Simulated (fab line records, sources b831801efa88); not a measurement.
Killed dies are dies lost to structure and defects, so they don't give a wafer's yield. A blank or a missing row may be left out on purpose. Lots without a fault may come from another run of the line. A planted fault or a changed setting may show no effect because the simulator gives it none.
fab line records | flow sky130 | part 2 of 2: steps 31 to 31 of 31
record lots=6 wafers=18 last_day=50
route steps=708 shown LI_CONTACT@375 LOCAL_INTERCONNECT@387 PAD_OPEN@708
lots that met no fault: from a run of the same line without faults
start_h: hours from the record's first day to the start of the lot's first wafer shown | wait_h: hours since the lot's step before | " the same as in the row above | L1.1+2: a row that stands for several wafers | - no value, or no start given | * or withheld: withheld | < > ~ a bound
route shown NAME@n: a module of which the file shows steps, and the number in the route of the first | usual: mean/standard deviation of fault-free wafers | same: alike in all rows | chamber/n: place in a boat | sites: the reading at each site | _std_site: their standard deviation | _edge_site: outer sites' mean less inner sites' | radius_mm: how far each site lies from the wafer's centre | mask NAME#n: copy n | behind: the tool/chamber that last shaped the wafer | hold: why the lot was held/for how many hours/how that ended | device: the transistor (n, p or np) that didn't switch | end of line: the same wafers' tests at the end of the route | a step without rows: its recipe alone | killed: dies lost to structure and defects at the first sort, not the wafer's yield | map: a wafer's dies, x killed, . not, _ none there
set.NAME: the setting as run; set.NAME@STEP: as run at that earlier step | model.NAME: the simulator's own value behind a step, which no gauge read
lots at some steps of the route; a table a step, a row a wafer
services: from which hour (start_h, from the record's first day; less than 0 if before it) a tool's chamber was out of use, for how many hours, and why
## steps
# step SKY_PAD_OPEN_PROBE_99
# usual killed_at_M0_to_M3=43/7 killed_at_M4_up=3.1/2 killed_at_contacts=24/5.3 killed_at_front_end=15/4.2 killed_at_other=0.4/0.66 killed_dies=86/9.5 killed_open=47/7.4 killed_short=38/6.2
# same gross_dies=492 killed_at_back_side=0
# columns lot.wafer tool chamber start_h wait_h killed_at_M0_to_M3 killed_at_M4_up killed_at_contacts killed_at_front_end killed_at_other killed_dies killed_open killed_short model.etest.res_li.line_ohm_um model.etest.res_li.rs_ohm_sq model.etest.mcon_chain.rc_ohm
L650.1 prober-01 - 1098.39 0.1 47 4 27 17 0 95 47 47 76.25 12.93 16.41
L650.4 prober-01 - 1098.54 0.2 48 8 24 13 1 94 55 37 76.3 12.81 17.19
L650.5 prober-01 - 1098.59 0.2 37 4 26 11 0 78 42 36 74.18 12.78 16.7
L651.1 prober-02 - 1115.89 0.1 58 4 28 17 0 107 53 54 76.68 12.88 17.06
L651.5 prober-02 - 1116.09 0.2 42 9 19 7 1 78 38 40 75.09 12.96 16.79
L651.6 prober-02 - 1116.14 0.2 62 5 20 13 0 100 57 43 75.65 12.91 16.73
L658.2 prober-01 - 1150.12 0.1 41 3 25 19 1 89 32 57 92.76 15.85 18.43
L658.3 prober-01 - 1150.17 0.2 35 2 32 14 0 83 51 32 94.89 15.94 18.38
L658.5 prober-01 - 1150.27 0.2 48 4 28 12 0 92 52 40 92.94 15.76 18.5
L660.1 prober-01 - 1160.64 0.1 47 2 26 7 0 82 41 41 94.7 15.96 18.5
L660.3 prober-01 - 1160.74 0.2 46 4 16 13 0 79 38 41 94.86 15.84 18.9
L660.5 prober-01 - 1160.84 0.2 30 3 24 18 0 75 42 33 93.22 15.91 19.14
L665.2 prober-02 - 1185.07 0.1 41 2 23 28 0 94 53 41 74.8 12.64 16.93
L665.5 prober-02 - 1185.22 0.2 36 1 25 18 2 82 48 32 75.34 12.84 16.51
L665.6 prober-02 - 1185.27 0.2 42 1 39 13 0 95 48 47 75.96 12.81 16.64
L667.2 prober-02 - 1193.57 0.1 35 2 21 9 0 67 34 33 76.07 12.87 16.77
L667.5 prober-02 - 1193.72 0.2 44 1 26 19 0 90 55 35 75.91 12.93 16.53
L667.6 prober-02 - 1193.77 0.2 43 6 24 17 0 90 62 28 75.43 12.96 16.7
# killed by level:class
L650.1 VIA2:geometric_particle:open=11 VIA1:geometric_particle:open=11 CONTACT:geometric_particle:open=9 CONTACT:geometric_particle:short=8 METAL2:geometric_particle:short=7 POLY_GATE:geometric_particle:open=6 LOCAL_INTERCONNECT:geometric_particle:short=6 FIELD_ISO:geometric_particle:short=5
L650.4 CONTACT:geometric_particle:open=14 VIA1:geometric_particle:open=13 VIA3:geometric_particle:open=7 METAL2:geometric_particle:short=7 VIA2:geometric_particle:short=5 METAL4:geometric_particle:short=5 FIELD_ISO:geometric_particle:open=4 VIA2:geometric_particle:open=4
L650.5 CONTACT:geometric_particle:open=10 METAL2:geometric_particle:short=10 LI_CONTACT:geometric_particle:open=8 VIA1:geometric_particle:open=7 VIA3:geometric_particle:open=6 CONTACT:geometric_particle:short=5 VIA2:geometric_particle:open=5 POLY_GATE:geometric_particle:short=4
L651.1 METAL1:geometric_particle:short=11 CONTACT:geometric_particle:open=9 VIA2:geometric_particle:open=9 VIA1:geometric_particle:open=8 VIA1:geometric_particle:short=7 LOCAL_INTERCONNECT:geometric_particle:short=6 LI_CONTACT:geometric_particle:open=6 FIELD_ISO:geometric_particle:open=5
L651.5 VIA2:geometric_particle:open=9 VIA1:geometric_particle:open=8 METAL4:geometric_particle:short=7 METAL2:geometric_particle:short=6 VIA3:geometric_particle:open=5 LI_CONTACT:geometric_particle:short=5 LI_CONTACT:geometric_particle:open=5 VIA1:geometric_particle:short=5
L651.6 VIA3:geometric_particle:open=13 VIA1:geometric_particle:open=10 VIA2:geometric_particle:open=9 CONTACT:geometric_particle:open=9 FIELD_ISO:geometric_particle:open=7 METAL2:geometric_particle:short=7 METAL1:geometric_particle:short=6 VIA1:geometric_particle:short=6
L658.2 CONTACT:geometric_particle:short=10 FIELD_ISO:geometric_particle:short=9 VIA1:geometric_particle:open=9 METAL1:geometric_particle:short=8 FIELD_ISO:geometric_particle:open=7 VIA3:geometric_particle:short=5 LI_CONTACT:geometric_particle:short=4 LOCAL_INTERCONNECT:geometric_particle:short=4
L658.3 VIA1:geometric_particle:open=12 CONTACT:geometric_particle:open=12 LI_CONTACT:geometric_particle:open=7 VIA3:geometric_particle:open=6 FIELD_ISO:geometric_particle:short=5 METAL1:geometric_particle:short=5 POLY_GATE:geometric_particle:open=4 LI_CONTACT:geometric_particle:short=4
L658.5 LI_CONTACT:geometric_particle:open=10 VIA3:geometric_particle:open=10 VIA2:geometric_particle:open=9 VIA1:geometric_particle:short=8 CONTACT:geometric_particle:open=8 VIA1:geometric_particle:open=6 CONTACT:geometric_particle:short=5 METAL2:geometric_particle:short=5
L660.1 LI_CONTACT:geometric_particle:open=10 VIA1:geometric_particle:open=10 VIA1:geometric_particle:short=8 VIA3:geometric_particle:open=8 CONTACT:geometric_particle:open=6 CONTACT:geometric_particle:short=6 VIA3:geometric_particle:short=5 METAL2:geometric_particle:short=5
L660.3 VIA1:geometric_particle:short=8 VIA2:geometric_particle:open=7 VIA3:geometric_particle:open=6 CONTACT:geometric_particle:open=6 LI_CONTACT:geometric_particle:open=5 METAL1:geometric_particle:short=5 VIA3:geometric_particle:short=5 FIELD_ISO:geometric_particle:short=4
L660.5 CONTACT:geometric_particle:open=11 VIA2:geometric_particle:open=8 FIELD_ISO:geometric_particle:short=7 LI_CONTACT:geometric_particle:open=5 VIA1:geometric_particle:open=5 LOCAL_INTERCONNECT:geometric_particle:short=4 VIA3:geometric_particle:open=4 SPACER:geometric_particle:short=3
L665.2 VIA3:geometric_particle:open=11 FIELD_ISO:geometric_particle:open=8 LI_CONTACT:geometric_particle:open=7 POLY_GATE:geometric_particle:open=7 METAL2:geometric_particle:short=7 METAL1:geometric_particle:short=7 CONTACT:geometric_particle:short=6 VIA1:geometric_particle:open=5
L665.5 CONTACT:geometric_particle:open=13 VIA1:geometric_particle:open=9 FIELD_ISO:geometric_particle:open=6 METAL1:geometric_particle:short=6 POLY_GATE:geometric_particle:short=5 LI_CONTACT:geometric_particle:open=5 VIA3:geometric_particle:open=5 CONTACT:geometric_particle:short=4
L665.6 CONTACT:geometric_particle:open=11 LOCAL_INTERCONNECT:geometric_particle:short=10 VIA3:geometric_particle:open=10 VIA1:geometric_particle:open=9 LI_CONTACT:geometric_particle:open=6 CONTACT:geometric_particle:short=6 LI_CONTACT:geometric_particle:short=5 METAL2:geometric_particle:short=5
L667.2 VIA1:geometric_particle:open=10 LI_CONTACT:geometric_particle:open=6 METAL2:geometric_particle:short=6 VIA3:geometric_particle:open=6 LOCAL_INTERCONNECT:geometric_particle:short=5 CONTACT:geometric_particle:open=5 FIELD_ISO:geometric_particle:short=4 CONTACT:geometric_particle:short=4
L667.5 CONTACT:geometric_particle:open=11 VIA3:geometric_particle:open=10 LI_CONTACT:geometric_particle:open=8 VIA2:geometric_particle:open=7 FIELD_ISO:geometric_particle:open=6 LI_CONTACT:geometric_particle:short=5 METAL2:geometric_particle:short=5 VIA1:geometric_particle:open=4
L667.6 VIA1:geometric_particle:open=12 CONTACT:geometric_particle:open=12 LI_CONTACT:geometric_particle:open=10 METAL2:geometric_particle:short=7 FIELD_ISO:geometric_particle:open=5 VIA3:geometric_particle:open=5 VIA2:geometric_particle:open=4 FIELD_ISO:geometric_particle:short=3
## services
# columns tool chamber start_h hours kind
pvd_sputter-01 - 686.49 13.0 repair
rie_diel-04 1 704.55 23.6 repair
rie_diel-04 0 706.85 10.2 repair
rie_metal-01 - 720.72 0.9 repair
cvd_w-01 - 736.80 0.9 repair
rie_metal-01 1 761.54 16.6 repair
pvd_sputter-01 - 767.06 4.4 repair
cvd_w-01 0 773.90 13.0 repair
plasma_asher-02 - 791.74 2.6 repair
cvd_w-02 - 797.33 1.4 repair
cmp-01 - 801.32 4.3 repair
pvd_sputter-01 - 806.28 0.7 repair
plasma_asher-03 - 809.57 1.3 repair
cvd_w-02 0 811.18 2.8 repair
cvd_w-02 - 821.80 0.6 repair
rie_diel-04 - 823.39 2.8 pm
cvd_w-02 0 826.40 4.9 repair
plasma_asher-02 - 837.56 14.6 pm
cmp-01 - 838.50 3.7 repair
cvd_w-01 0 838.66 11.6 repair
cvd_w-01 - 847.17 3.1 repair
pvd_sputter-01 - 858.52 5.7 repair
plasma_asher-02 - 859.10 0.8 repair
rie_metal-01 0 861.09 6.1 repair
## key
first_sign step=SKY_LOCAL_INTERCONNECT_RS_MEAS_01 reading=LOCAL_INTERCONNECT_TIN_RS direction=up sigmas=26 usual=14.19 struck=17.86
effect step=SKY_LOCAL_INTERCONNECT_THK_MEAS_02 reading=LOCAL_INTERCONNECT_TIN_THK direction=down sigmas=21 usual=97.6 struck=78.7
effect step=SKY_LOCAL_INTERCONNECT_METAL_ETCH_14 reading=oes_product_au direction=down sigmas=17 usual=0.939 struck=0.825
model_effect step=SKY_LOCAL_INTERCONNECT_SPUTTER_00 value=TiN_of_LOCAL_INTERCONNECT_SPUTTER_00.thk_nm without=99 struck=80.02
model_effect step=SKY_LOCAL_INTERCONNECT_STRIP_16 value=TiN_of_LOCAL_INTERCONNECT_SPUTTER_00.thk_nm without=98.58 struck=79.6
model_effect step=SKY_PAD_OPEN_PROBE_99 value=etest.res_li.line_ohm_um without=75.99 struck=93.89
met_at SKY_LOCAL_INTERCONNECT_SPUTTER_00
struck_wafers L658.2,L658.3,L658.5,L660.1,L660.3,L660.5
tester_left_out L658,L660
onset_between 709.00 779.87
also_fits SKY_LI_CONTACT_ETCH_14:rie_diel-04,SKY_LI_CONTACT_STRIP_16:plasma_asher-01
fault kind=process_parameter_drift tool=pvd_sputter-01 chamber=- onset_h=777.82 steps=SKY_LOCAL_INTERCONNECT_SPUTTER_00 channel=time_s offset=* shape=step end_h=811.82 acts_in=* stated=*
# tester_left_out: of these lots the tester's yield and bins aren't shown, on N5 and GAA mostly nor the transistor test; their killed dies are dies lost to structure and defects alone, not to doping, threshold or leakage, so they don't give the yield
